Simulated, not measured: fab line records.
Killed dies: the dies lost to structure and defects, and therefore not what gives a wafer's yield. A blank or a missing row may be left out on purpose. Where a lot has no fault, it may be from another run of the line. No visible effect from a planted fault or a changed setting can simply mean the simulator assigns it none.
Which tool was responsible? -- flow sky130 -- 6 lots, 18 wafers sampled, at 2 steps of a route of 708

WHAT THE GAUGES READ, wafer by wafer
SKY_LDD_LDN_TW_MEAS_13.
lot,measured,on,LDD_LDN_TW
L628,day 23 10:07,filmMetro-01,1462 1467 1465
L631,day 25 00:40,filmMetro-03,1466 1468 1467
L634,day 26 06:28,filmMetro-04,1464 1461 1469
L639,day 28 01:08,filmMetro-01,1563 1556 1555
L647,day 30 03:15,filmMetro-01,1470 1460 1464
L649,day 30 18:15,filmMetro-04,1457 1454 1470

TOOL THAT RAN EACH LOT (tool first, then ch and the chambers of the sampled wafers, then the start)
lot,SKY_LDD_LDN_IMPLANT_10
L628,"implanter-01 ch 0, day 23 09:44"
L631,"implanter-02 ch 0, day 25 00:17"
L634,"implanter-02 ch 0, day 26 06:05"
L639,"implanter-01 ch 0, day 28 00:26"
L647,"implanter-01 ch 0, day 30 02:51"
L649,"implanter-01 ch 0, day 30 17:51"
- SKY_LDD_LDN_IMPLANT_10

THE ANSWER, worked out from the rows above alone
Rule: what is usual is taken from the lots themselves. The widest of any qualifying gaps counts: lots, ordered by their means at a reading, are off when they make up no more than a third of the lots, leave a main group of 4 or more, and stand apart from it by 3 or more times the standard deviation of that group's means. A main group whose means are all the same, to the digits that the tables above print for the reading, isn't used. A lot without any number at a reading at which 4 lots or more have one is off too. Where the step has rows for the other lots, those lots are counted as sound.
Off: at SKY_LDD_LDN_TW_MEAS_13 (LDD_LDN_TW), L639. The main group has a mean of 1464 with a standard deviation of 2.2.
A tool fits if, at a process step before that reading, it ran every lot that is off, and no sound lot after the first of them. Gauges at SKY_LDD_LDN_TW_MEAS_13: tried the same way as those tools. No candidate that was tried fits.

WHAT THE SIMULATOR PUT IN
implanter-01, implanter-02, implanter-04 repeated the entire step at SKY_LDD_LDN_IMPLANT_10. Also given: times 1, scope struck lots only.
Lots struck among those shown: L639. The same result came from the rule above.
